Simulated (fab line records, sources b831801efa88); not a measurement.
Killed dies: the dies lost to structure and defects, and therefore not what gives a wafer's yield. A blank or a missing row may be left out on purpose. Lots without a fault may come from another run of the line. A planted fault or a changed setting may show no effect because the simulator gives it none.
fab line records :: flow sky130
record
  lots=14
  wafers=42
  last_day=50
route steps=708 shown METAL5@676 PAD_OPEN@708
lots that met no fault: from a run of the same line without faults
start_h: the number of hours between the record's first day and the start of the first shown wafer of the lot :: wait_h: hours from the lot's prior step to this one :: " unchanged from the row above :: L1.1+2: a row that stands for several wafers :: - no value, or no start given :: * or withheld: withheld :: < > ~ a bound
route shown NAME@n: names a module that has steps shown in the file, with the first one's number in the route :: usual: mean/standard deviation of fault-free wafers :: same: alike in all rows :: chamber/n: place in a boat :: sites: per-site readings :: _std_site: the standard deviation of these :: _edge_site: the outer-site mean with the inner-site mean subtracted :: radius_mm: how far each site lies from the wafer's centre :: mask NAME#n: copy n :: behind: the tool/chamber that last shaped the wafer :: hold: what put the lot on hold/how long, in hours/how the hold closed :: device: the n, p or np transistor that did not switch :: end of line: tests of these same wafers at the route's end :: a step without rows: its recipe alone :: killed: dies that structure and defects cost at the first sort, which is not the same as the wafer's yield :: map: per-die view of a wafer (x killed, . not killed, _ where there is no die)
set.NAME: the setting as run; set.NAME@STEP: as run at that earlier step :: model.NAME: the simulator's own value behind a step, which no gauge read
one table for each step of the route and one row for each wafer, over a sample of lots
services: a tool's chamber out of use, with start hour (start_h, from the record's first day; less than 0 if before it), hours out, and reason
## steps
# step SKY_METAL5_METAL_ETCH_15
# recipe
  target_depth_a=12600
  stop_on=SiO2
  over_etch_frac=0.2
  time_s=252
  chemistry=Cl2/BCl3
  resist_sidewall_deg=86
  pressure_mtorr=10
  icp_w=900
  bias_w=48.5
  Cl2_flow_sccm=60
  bcl3_flow_sccm=30
# usual
  drypump_motor_current_A=5.4/0.37
  oes_product_au=0.894/0.0053
  throttle_valve_pct=22.263/0.0089
lot.wafer: L127.2
tool: rie_metal-03
chamber: 0
start_h: 1029.87
wait_h: 0.0
drypump_motor_current_A: 5.7
oes_product_au: 0.897
rf_hours_counter_h: 16
throttle_valve_pct: 22.267

lot.wafer: L127.3
tool: rie_metal-03
chamber: 0
start_h: 1029.87
wait_h: 0.0
drypump_motor_current_A: 5.7
oes_product_au: 0.896
rf_hours_counter_h: -
throttle_valve_pct: 22.248

lot.wafer: L127.6
tool: rie_metal-03
chamber: 1
start_h: 1029.87
wait_h: 0.0
drypump_motor_current_A: 4.8
oes_product_au: 0.890
rf_hours_counter_h: -
throttle_valve_pct: 22.265

lot.wafer: L128.2
tool: rie_metal-03
chamber: 1
start_h: 1037.82
wait_h: 0.0
drypump_motor_current_A: 4.8
oes_product_au: 0.902
rf_hours_counter_h: 18
throttle_valve_pct: 22.262

lot.wafer: L128.4
tool: rie_metal-03
chamber: 0
start_h: 1037.82
wait_h: 0.0
drypump_motor_current_A: 5.7
oes_product_au: 0.898
rf_hours_counter_h: -
throttle_valve_pct: 22.253

lot.wafer: L128.5
tool: rie_metal-03
chamber: 1
start_h: 1037.82
wait_h: 0.0
drypump_motor_current_A: 4.8
oes_product_au: 0.898
rf_hours_counter_h: -
throttle_valve_pct: 22.270

lot.wafer: L129.2
tool: rie_metal-03
chamber: 0
start_h: 1045.52
wait_h: 0.0
drypump_motor_current_A: 5.7
oes_product_au: 0.894
rf_hours_counter_h: 17
throttle_valve_pct: 22.252

lot.wafer: L129.3
tool: rie_metal-03
chamber: 0
start_h: 1045.52
wait_h: 0.0
drypump_motor_current_A: 5.7
oes_product_au: 0.888
rf_hours_counter_h: -
throttle_valve_pct: 22.269

lot.wafer: L129.6
tool: rie_metal-03
chamber: 1
start_h: 1045.52
wait_h: 0.0
drypump_motor_current_A: 4.8
oes_product_au: 0.884
rf_hours_counter_h: -
throttle_valve_pct: 22.286

lot.wafer: L133.4
tool: rie_metal-04
chamber: 1
start_h: 1070.40
wait_h: 0.1
drypump_motor_current_A: 5.6
oes_product_au: 0.899
rf_hours_counter_h: -
throttle_valve_pct: 22.264

lot.wafer: L133.5
tool: rie_metal-04
chamber: 1
start_h: 1070.40
wait_h: 0.1
drypump_motor_current_A: 5.6
oes_product_au: 0.887
rf_hours_counter_h: -
throttle_valve_pct: 22.253

lot.wafer: L133.6
tool: rie_metal-04
chamber: 0
start_h: 1070.40
wait_h: 0.1
drypump_motor_current_A: 5.6
oes_product_au: 0.889
rf_hours_counter_h: -
throttle_valve_pct: 22.249

lot.wafer: L132.1
tool: rie_metal-03
chamber: 0
start_h: 1071.72
wait_h: 0.0
drypump_motor_current_A: 5.7
oes_product_au: 0.893
rf_hours_counter_h: 18
throttle_valve_pct: 22.260

lot.wafer: L132.3
tool: rie_metal-03
chamber: 0
start_h: 1071.72
wait_h: 0.0
drypump_motor_current_A: 5.7
oes_product_au: 0.894
rf_hours_counter_h: -
throttle_valve_pct: 22.256

lot.wafer: L132.4
tool: rie_metal-03
chamber: 1
start_h: 1071.72
wait_h: 0.0
drypump_motor_current_A: 4.7
oes_product_au: 0.899
rf_hours_counter_h: -
throttle_valve_pct: 22.266

lot.wafer: L134.1
tool: rie_metal-03
chamber: 0
start_h: 1077.77
wait_h: 0.0
drypump_motor_current_A: 5.7
oes_product_au: 0.898
rf_hours_counter_h: 19
throttle_valve_pct: 22.271

lot.wafer: L134.2
tool: rie_metal-03
chamber: 1
start_h: 1077.77
wait_h: 0.0
drypump_motor_current_A: 4.8
oes_product_au: 0.893
rf_hours_counter_h: 21
throttle_valve_pct: 22.266

lot.wafer: L134.3
tool: rie_metal-03
chamber: 0
start_h: 1077.77
wait_h: 0.0
drypump_motor_current_A: 5.7
oes_product_au: 0.897
rf_hours_counter_h: -
throttle_valve_pct: 22.267

lot.wafer: L136.2
tool: rie_metal-01
chamber: 0
start_h: 1088.62
wait_h: 0.0
drypump_motor_current_A: 5.1
oes_product_au: 0.900
rf_hours_counter_h: 21
throttle_valve_pct: 22.265

lot.wafer: L136.4
tool: rie_metal-01
chamber: 0
start_h: 1088.62
wait_h: 0.0
drypump_motor_current_A: 5.1
oes_product_au: 0.894
rf_hours_counter_h: -
throttle_valve_pct: 22.252

lot.wafer: L136.6
tool: rie_metal-01
chamber: 0
start_h: 1088.62
wait_h: 0.0
drypump_motor_current_A: 5.1
oes_product_au: 0.895
rf_hours_counter_h: -
throttle_valve_pct: 22.274

lot.wafer: L135.1
tool: rie_metal-03
chamber: 0
start_h: 1093.23
wait_h: 0.0
drypump_motor_current_A: 5.7
oes_product_au: 0.899
rf_hours_counter_h: 20
throttle_valve_pct: 22.252

lot.wafer: L135.3
tool: rie_metal-03
chamber: 1
start_h: 1093.23
wait_h: 0.0
drypump_motor_current_A: 4.8
oes_product_au: 0.896
rf_hours_counter_h: -
throttle_valve_pct: 22.262

lot.wafer: L135.6
tool: rie_metal-03
chamber: 1
start_h: 1093.23
wait_h: 0.0
drypump_motor_current_A: 4.8
oes_product_au: 0.891
rf_hours_counter_h: -
throttle_valve_pct: 22.258

lot.wafer: L137.1
tool: rie_metal-01
chamber: 0
start_h: 1096.42
wait_h: 0.0
drypump_motor_current_A: 5.1
oes_product_au: 0.889
rf_hours_counter_h: 22
throttle_valve_pct: 22.271

lot.wafer: L137.5
tool: rie_metal-01
chamber: 0
start_h: 1096.42
wait_h: 0.0
drypump_motor_current_A: 5.1
oes_product_au: 0.887
rf_hours_counter_h: -
throttle_valve_pct: 22.264

lot.wafer: L137.6
tool: rie_metal-01
chamber: 1
start_h: 1096.42
wait_h: 0.0
drypump_motor_current_A: 5.6
oes_product_au: 0.897
rf_hours_counter_h: -
throttle_valve_pct: 22.254

lot.wafer: L138.1
tool: rie_metal-01
chamber: 1
start_h: 1105.15
wait_h: 0.1
drypump_motor_current_A: 5.6
oes_product_au: 0.901
rf_hours_counter_h: 19
throttle_valve_pct: 22.268

lot.wafer: L138.4
tool: rie_metal-01
chamber: 1
start_h: 1105.15
wait_h: 0.1
drypump_motor_current_A: 5.6
oes_product_au: 0.891
rf_hours_counter_h: -
throttle_valve_pct: 22.260

lot.wafer: L138.6
tool: rie_metal-01
chamber: 1
start_h: 1105.15
wait_h: 0.1
drypump_motor_current_A: 5.6
oes_product_au: 0.889
rf_hours_counter_h: -
throttle_valve_pct: 22.248

lot.wafer: L139.2
tool: rie_metal-03
chamber: 0
start_h: 1105.42
wait_h: 0.0
drypump_motor_current_A: 5.7
oes_product_au: 0.885
rf_hours_counter_h: 22
throttle_valve_pct: 22.251

lot.wafer: L139.5
tool: rie_metal-03
chamber: 1
start_h: 1105.42
wait_h: 0.0
drypump_motor_current_A: 4.8
oes_product_au: 0.882
rf_hours_counter_h: -
throttle_valve_pct: 22.281

lot.wafer: L139.6
tool: rie_metal-03
chamber: 0
start_h: 1105.42
wait_h: 0.0
drypump_motor_current_A: 5.7
oes_product_au: 0.889
rf_hours_counter_h: -
throttle_valve_pct: 22.265

lot.wafer: L140.1
tool: rie_metal-01
chamber: 1
start_h: 1108.31
wait_h: 0.1
drypump_motor_current_A: 5.6
oes_product_au: 0.892
rf_hours_counter_h: 20
throttle_valve_pct: 22.262

lot.wafer: L140.2
tool: rie_metal-01
chamber: 1
start_h: 1108.31
wait_h: 0.1
drypump_motor_current_A: 5.7
oes_product_au: 0.886
rf_hours_counter_h: -
throttle_valve_pct: 22.250

lot.wafer: L140.5
tool: rie_metal-01
chamber: 1
start_h: 1108.31
wait_h: 0.1
drypump_motor_current_A: 5.7
oes_product_au: 0.891
rf_hours_counter_h: -
throttle_valve_pct: 22.248

lot.wafer: L141.1
tool: rie_metal-01
chamber: 1
start_h: 1120.84
wait_h: 0.0
drypump_motor_current_A: 5.6
oes_product_au: 0.896
rf_hours_counter_h: 21
throttle_valve_pct: 22.257

lot.wafer: L141.3
tool: rie_metal-01
chamber: 1
start_h: 1120.84
wait_h: 0.0
drypump_motor_current_A: 5.6
oes_product_au: 0.897
rf_hours_counter_h: -
throttle_valve_pct: 22.262

lot.wafer: L141.6
tool: rie_metal-01
chamber: 1
start_h: 1120.84
wait_h: 0.0
drypump_motor_current_A: 5.6
oes_product_au: 0.901
rf_hours_counter_h: -
throttle_valve_pct: 22.276

lot.wafer: L148.1
tool: rie_metal-04
chamber: 0
start_h: 1159.13
wait_h: 0.0
drypump_motor_current_A: 5.6
oes_product_au: 0.896
rf_hours_counter_h: 22
throttle_valve_pct: 22.259

lot.wafer: L148.4
tool: rie_metal-04
chamber: 1
start_h: 1159.13
wait_h: 0.0
drypump_motor_current_A: 5.6
oes_product_au: 0.900
rf_hours_counter_h: -
throttle_valve_pct: 22.261

lot.wafer: L148.6
tool: rie_metal-04
chamber: 0
start_h: 1159.13
wait_h: 0.0
drypump_motor_current_A: 5.6
oes_product_au: 0.895
rf_hours_counter_h: -
throttle_valve_pct: 22.257
# step SKY_PAD_OPEN_PROBE_99
# usual
  defect_limited_yield=82.6/1.9
  killed_at_M0_to_M3=42/7
  killed_at_M4_up=3.2/1.6
  killed_at_contacts=24/5.8
  killed_at_front_end=16/4.3
  killed_at_other=0.3/0.62
  killed_dies=86/9.5
  killed_on_rim=17/3.7
  killed_open=46/6.4
  killed_short=39/6.3
  sort_bin_3_pad_short=0.9/0.43
  sort_bin_5_function=10.5/1.4
  sort_bin_6_memory=6.1/1.2
  sort_bin_8_speed=0.00/0.017
  sort_n_pass=406/9.5
  sort_yield_pct=82.6/1.9
# same
  gross_dies=492
  killed_at_back_side=0
  sort_bin_4_leakage[%]=0
lot.wafer: L135.1
tool: prober-01
chamber: -
start_h: 1136.47
wait_h: 0.1
defect_limited_yield[%]: 82.7
killed_at_M0_to_M3: 41
killed_at_M4_up: 4
killed_at_contacts: 26
killed_at_front_end: 14
killed_at_other: 0
killed_dies: 85
killed_on_rim: 20
killed_open: 44
killed_short: 41
sort_bin_3_pad_short[%]: 0.8
sort_bin_5_function[%]: 10.0
sort_bin_6_memory[%]: 6.5
sort_bin_8_speed[%]: 0
sort_n_pass: 407
sort_yield_pct[%]: 82.7

lot.wafer: L135.3
tool: prober-01
chamber: -
start_h: 1136.57
wait_h: 0.2
defect_limited_yield[%]: 83.9
killed_at_M0_to_M3: 37
killed_at_M4_up: 3
killed_at_contacts: 29
killed_at_front_end: 9
killed_at_other: 1
killed_dies: 79
killed_on_rim: 14
killed_open: 38
killed_short: 41
sort_bin_3_pad_short[%]: 0.8
sort_bin_5_function[%]: 7.9
sort_bin_6_memory[%]: 7.3
sort_bin_8_speed[%]: 0
sort_n_pass: 413
sort_yield_pct[%]: 83.9

lot.wafer: L135.6
tool: prober-01
chamber: -
start_h: 1136.72
wait_h: 0.2
defect_limited_yield[%]: 82.1
killed_at_M0_to_M3: 43
killed_at_M4_up: 5
killed_at_contacts: 22
killed_at_front_end: 18
killed_at_other: 0
killed_dies: 88
killed_on_rim: 14
killed_open: 55
killed_short: 31
sort_bin_3_pad_short[%]: 0.4
sort_bin_5_function[%]: 10.8
sort_bin_6_memory[%]: 6.7
sort_bin_8_speed[%]: 0
sort_n_pass: 404
sort_yield_pct[%]: 82.1

lot.wafer: L137.1
tool: prober-02
chamber: -
start_h: 1140.16
wait_h: 0.1
defect_limited_yield[%]: 82.7
killed_at_M0_to_M3: 49
killed_at_M4_up: 2
killed_at_contacts: 22
killed_at_front_end: 12
killed_at_other: 0
killed_dies: 85
killed_on_rim: 17
killed_open: 44
killed_short: 41
sort_bin_3_pad_short[%]: 0.6
sort_bin_5_function[%]: 11.4
sort_bin_6_memory[%]: 5.3
sort_bin_8_speed[%]: 0
sort_n_pass: 407
sort_yield_pct[%]: 82.7

lot.wafer: L137.5
tool: prober-02
chamber: -
start_h: 1140.36
wait_h: 0.2
defect_limited_yield[%]: 83.1
killed_at_M0_to_M3: 46
killed_at_M4_up: 4
killed_at_contacts: 19
killed_at_front_end: 13
killed_at_other: 1
killed_dies: 83
killed_on_rim: 10
killed_open: 46
killed_short: 37
sort_bin_3_pad_short[%]: 0
sort_bin_5_function[%]: 11.2
sort_bin_6_memory[%]: 5.7
sort_bin_8_speed[%]: 0
sort_n_pass: 409
sort_yield_pct[%]: 83.1

lot.wafer: L137.6
tool: prober-02
chamber: -
start_h: 1140.41
wait_h: 0.2
defect_limited_yield[%]: 82.7
killed_at_M0_to_M3: 52
killed_at_M4_up: 2
killed_at_contacts: 14
killed_at_front_end: 17
killed_at_other: 0
killed_dies: 85
killed_on_rim: 18
killed_open: 48
killed_short: 37
sort_bin_3_pad_short[%]: 1.0
sort_bin_5_function[%]: 11.2
sort_bin_6_memory[%]: 5.1
sort_bin_8_speed[%]: 0
sort_n_pass: 407
sort_yield_pct[%]: 82.7

lot.wafer: L138.1
tool: prober-01
chamber: -
start_h: 1147.64
wait_h: 0.1
defect_limited_yield[%]: 81.1
killed_at_M0_to_M3: 51
killed_at_M4_up: 4
killed_at_contacts: 18
killed_at_front_end: 20
killed_at_other: 0
killed_dies: 93
killed_on_rim: 17
killed_open: 47
killed_short: 46
sort_bin_3_pad_short[%]: 0.8
sort_bin_5_function[%]: 12.2
sort_bin_6_memory[%]: 5.9
sort_bin_8_speed[%]: 0
sort_n_pass: 399
sort_yield_pct[%]: 81.1

lot.wafer: L138.4
tool: prober-01
chamber: -
start_h: 1147.79
wait_h: 0.2
defect_limited_yield[%]: 82.5
killed_at_M0_to_M3: 45
killed_at_M4_up: 3
killed_at_contacts: 24
killed_at_front_end: 12
killed_at_other: 2
killed_dies: 86
killed_on_rim: 19
killed_open: 48
killed_short: 37
sort_bin_3_pad_short[%]: 0.4
sort_bin_5_function[%]: 10.6
sort_bin_6_memory[%]: 6.5
sort_bin_8_speed[%]: 0
sort_n_pass: 406
sort_yield_pct[%]: 82.5

lot.wafer: L138.6
tool: prober-01
chamber: -
start_h: 1147.89
wait_h: 0.2
defect_limited_yield[%]: 79.1
killed_at_M0_to_M3: 54
killed_at_M4_up: 2
killed_at_contacts: 27
killed_at_front_end: 20
killed_at_other: 0
killed_dies: 103
killed_on_rim: 12
killed_open: 58
killed_short: 45
sort_bin_3_pad_short[%]: 0.8
sort_bin_5_function[%]: 12.6
sort_bin_6_memory[%]: 7.5
sort_bin_8_speed[%]: 0
sort_n_pass: 389
sort_yield_pct[%]: 79.1

lot.wafer: L140.1
tool: prober-01
chamber: -
start_h: 1150.45
wait_h: 0.1
defect_limited_yield[%]: 78.0
killed_at_M0_to_M3: 45
killed_at_M4_up: 30
killed_at_contacts: 23
killed_at_front_end: 10
killed_at_other: 0
killed_dies: 108
killed_on_rim: 26
killed_open: 44
killed_short: 35
sort_bin_3_pad_short[%]: 0.6
sort_bin_5_function[%]: 14.6
sort_bin_6_memory[%]: 6.7
sort_bin_8_speed[%]: 0
sort_n_pass: 384
sort_yield_pct[%]: 78.0

lot.wafer: L140.2
tool: prober-01
chamber: -
start_h: 1150.50
wait_h: 0.1
defect_limited_yield[%]: 73.2
killed_at_M0_to_M3: 49
killed_at_M4_up: 35
killed_at_contacts: 28
killed_at_front_end: 20
killed_at_other: 0
killed_dies: 132
killed_on_rim: 34
killed_open: 51
killed_short: 52
sort_bin_3_pad_short[%]: 3.0
sort_bin_5_function[%]: 15.0
sort_bin_6_memory[%]: 8.7
sort_bin_8_speed[%]: 0
sort_n_pass: 360
sort_yield_pct[%]: 73.2

lot.wafer: L140.5
tool: prober-01
chamber: -
start_h: 1150.65
wait_h: 0.2
defect_limited_yield[%]: 72.8
killed_at_M0_to_M3: 59
killed_at_M4_up: 34
killed_at_contacts: 20
killed_at_front_end: 21
killed_at_other: 0
killed_dies: 134
killed_on_rim: 28
killed_open: 49
killed_short: 56
sort_bin_3_pad_short[%]: 3.0
sort_bin_5_function[%]: 15.2
sort_bin_6_memory[%]: 8.9
sort_bin_8_speed[%]: 0
sort_n_pass: 358
sort_yield_pct[%]: 72.8

lot.wafer: L141.1
tool: prober-02
chamber: -
start_h: 1160.26
wait_h: 0.1
defect_limited_yield[%]: 79.1
killed_at_M0_to_M3: 36
killed_at_M4_up: 24
killed_at_contacts: 30
killed_at_front_end: 12
killed_at_other: 1
killed_dies: 103
killed_on_rim: 30
killed_open: 50
killed_short: 29
sort_bin_3_pad_short[%]: 2.0
sort_bin_5_function[%]: 12.8
sort_bin_6_memory[%]: 6.1
sort_bin_8_speed[%]: 0
sort_n_pass: 389
sort_yield_pct[%]: 79.1

lot.wafer: L141.3
tool: prober-02
chamber: -
start_h: 1160.36
wait_h: 0.2
defect_limited_yield[%]: 77.2
killed_at_M0_to_M3: 42
killed_at_M4_up: 34
killed_at_contacts: 25
killed_at_front_end: 11
killed_at_other: 0
killed_dies: 112
killed_on_rim: 25
killed_open: 47
killed_short: 35
sort_bin_3_pad_short[%]: 2.2
sort_bin_5_function[%]: 12.4
sort_bin_6_memory[%]: 8.1
sort_bin_8_speed[%]: 0
sort_n_pass: 380
sort_yield_pct[%]: 77.2

lot.wafer: L141.6
tool: prober-02
chamber: -
start_h: 1160.51
wait_h: 0.2
defect_limited_yield[%]: 73.4
killed_at_M0_to_M3: 42
killed_at_M4_up: 33
killed_at_contacts: 36
killed_at_front_end: 20
killed_at_other: 0
killed_dies: 131
killed_on_rim: 23
killed_open: 52
killed_short: 47
sort_bin_3_pad_short[%]: 2.6
sort_bin_5_function[%]: 17.3
sort_bin_6_memory[%]: 6.7
sort_bin_8_speed[%]: 0
sort_n_pass: 361
sort_yield_pct[%]: 73.4
# killed by level:class
L135.1 VIA1:geometric_particle:open=14 CONTACT:geometric_particle:open=8 LI_CONTACT:geometric_particle:open=6 CONTACT:geometric_particle:short=5 LOCAL_INTERCONNECT:geometric_particle:short=5 METAL2:geometric_particle:short=5 POLY_GATE:geometric_particle:open=4 METAL1:geometric_particle:short=4
L135.3 CONTACT:geometric_particle:open=11 VIA1:geometric_particle:open=8 METAL2:geometric_particle:short=8 LOCAL_INTERCONNECT:geometric_particle:short=6 CONTACT:geometric_particle:short=5 METAL1:geometric_particle:short=5 VIA2:geometric_particle:open=5 LI_CONTACT:geometric_particle:open=4
L135.6 VIA1:geometric_particle:open=10 CONTACT:geometric_particle:open=8 LI_CONTACT:geometric_particle:open=6 METAL1:geometric_particle:short=6 VIA2:geometric_particle:open=6 METAL1:geometric_particle:open=5 FIELD_ISO:geometric_particle:open=4 FIELD_ISO:geometric_particle:short=4
L137.1 VIA1:geometric_particle:open=13 LI_CONTACT:geometric_particle:open=10 LOCAL_INTERCONNECT:geometric_particle:short=8 VIA1:geometric_particle:short=6 VIA3:geometric_particle:open=6 VIA2:geometric_particle:open=6 METAL1:geometric_particle:short=5 METAL2:geometric_particle:short=5
L137.5 VIA2:geometric_particle:open=10 METAL1:geometric_particle:short=10 LI_CONTACT:geometric_particle:open=8 VIA1:geometric_particle:open=7 VIA3:geometric_particle:open=7 CONTACT:geometric_particle:open=6 LOCAL_INTERCONNECT:geometric_particle:short=5 POLY_GATE:geometric_particle:open=5
L137.6 METAL1:geometric_particle:short=11 VIA1:geometric_particle:open=10 VIA2:geometric_particle:open=8 VIA3:geometric_particle:open=7 LI_CONTACT:geometric_particle:open=6 METAL2:geometric_particle:short=6 POLY_GATE:geometric_particle:open=4 CONTACT:geometric_particle:open=4
L138.1 CONTACT:geometric_particle:open=9 VIA1:geometric_particle:open=9 VIA3:geometric_particle:open=8 METAL1:geometric_particle:short=7 POLY_GATE:geometric_particle:short=6 METAL2:geometric_particle:short=6 VIA2:geometric_particle:open=6 POLY_GATE:geometric_particle:open=5
L138.4 CONTACT:geometric_particle:open=9 VIA1:geometric_particle:short=8 VIA1:geometric_particle:open=7 VIA2:geometric_particle:open=6 VIA3:geometric_particle:open=6 LI_CONTACT:geometric_particle:open=5 FIELD_ISO:geometric_particle:open=4 LOCAL_INTERCONNECT:geometric_particle:short=4
L138.6 VIA2:geometric_particle:open=10 FIELD_ISO:geometric_particle:open=9 CONTACT:geometric_particle:open=9 VIA3:geometric_particle:open=9 LI_CONTACT:geometric_particle:open=8 METAL2:geometric_particle:short=8 VIA1:geometric_particle:open=8 VIA2:geometric_particle:short=6
L140.1 METAL5:unspecified=29 VIA3:geometric_particle:open=11 CONTACT:geometric_particle:open=9 VIA1:geometric_particle:open=8 METAL2:geometric_particle:short=8 LI_CONTACT:geometric_particle:open=4 LI_CONTACT:geometric_particle:short=4 CONTACT:geometric_particle:short=4
L140.2 METAL5:unspecified=29 VIA1:geometric_particle:open=15 CONTACT:geometric_particle:short=8 LI_CONTACT:geometric_particle:open=7 METAL1:geometric_particle:short=7 LOCAL_INTERCONNECT:geometric_particle:short=6 VIA3:geometric_particle:open=6 POLY_GATE:geometric_particle:open=5
L140.5 METAL5:unspecified=29 VIA1:geometric_particle:short=11 VIA3:geometric_particle:open=9 CONTACT:geometric_particle:open=8 VIA1:geometric_particle:open=7 METAL3:geometric_particle:short=6 CONTACT:geometric_particle:short=6 METAL1:geometric_particle:short=6
L141.1 METAL5:unspecified=24 VIA1:geometric_particle:open=12 LI_CONTACT:geometric_particle:open=11 CONTACT:geometric_particle:open=7 VIA2:geometric_particle:open=5 LOCAL_INTERCONNECT:geometric_particle:short=5 POLY_GATE:geometric_particle:open=4 LI_CONTACT:geometric_particle:short=4
L141.3 METAL5:unspecified=29 VIA1:geometric_particle:open=13 CONTACT:geometric_particle:open=8 VIA2:geometric_particle:open=8 CONTACT:geometric_particle:short=6 LOCAL_INTERCONNECT:geometric_particle:short=5 VIA3:geometric_particle:open=5 POLY_GATE:geometric_particle:open=4
L141.6 METAL5:unspecified=30 CONTACT:geometric_particle:open=15 METAL2:geometric_particle:short=8 VIA2:geometric_particle:open=8 VIA1:geometric_particle:short=7 VIA3:geometric_particle:open=7 CONTACT:geometric_particle:short=6 LOCAL_INTERCONNECT:geometric_particle:short=6
## services
tool: rie_metal-04
chamber: -
start_h: 1012.60
hours: 15.6
kind: pm

tool: rie_metal-04
chamber: -
start_h: 1041.82
hours: 0.6
kind: repair

tool: rie_metal-01
chamber: -
start_h: 1053.14
hours: 28.1
kind: pm

tool: rie_metal-04
chamber: -
start_h: 1070.99
hours: 28.1
kind: pm

tool: rie_metal-01
chamber: 0
start_h: 1097.57
hours: -
kind: clean

tool: rie_metal-01
chamber: 0
start_h: 1097.57
hours: 14.6
kind: scheduled_down

tool: rie_metal-01
chamber: 0
start_h: 1097.57
hours: 14.6
kind: vent_cycle

tool: rie_metal-01
chamber: -
start_h: 1106.37
hours: 0.3
kind: repair

tool: rie_metal-04
chamber: 0
start_h: 1115.39
hours: 3.4
kind: repair

tool: rie_metal-03
chamber: 1
start_h: 1150.63
hours: -
kind: clean

tool: rie_metal-03
chamber: 1
start_h: 1150.63
hours: -
kind: consumable_replace:focus_ring

tool: rie_metal-03
chamber: 1
start_h: 1150.63
hours: 22.4
kind: scheduled_down

tool: rie_metal-03
chamber: 1
start_h: 1150.63
hours: 22.4
kind: vent_cycle
## key
first_sign
  step=SKY_PAD_OPEN_PROBE_99
  reading=killed_at_M4_up
  direction=up
  sigmas=17
  usual=3.2
  struck=31.7
effect
  step=SKY_PAD_OPEN_PROBE_99
  reading=killed_dies
  direction=up
  sigmas=3.6
  usual=86
  struck=120
met_at SKY_METAL5_METAL_ETCH_15
struck_lots L140,L141
struck_wafers L140.1,L140.2,L140.5,L141.1,L141.3,L141.6
onset_between 1105.15 1108.31
fault
  kind=chamber_particle_source
  tool=rie_metal-01
  chamber=1
  onset_h=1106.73
  steps=SKY_METAL5_METAL_ETCH_15
  rate_per_visit_cm2=0.99052
  end_h=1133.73
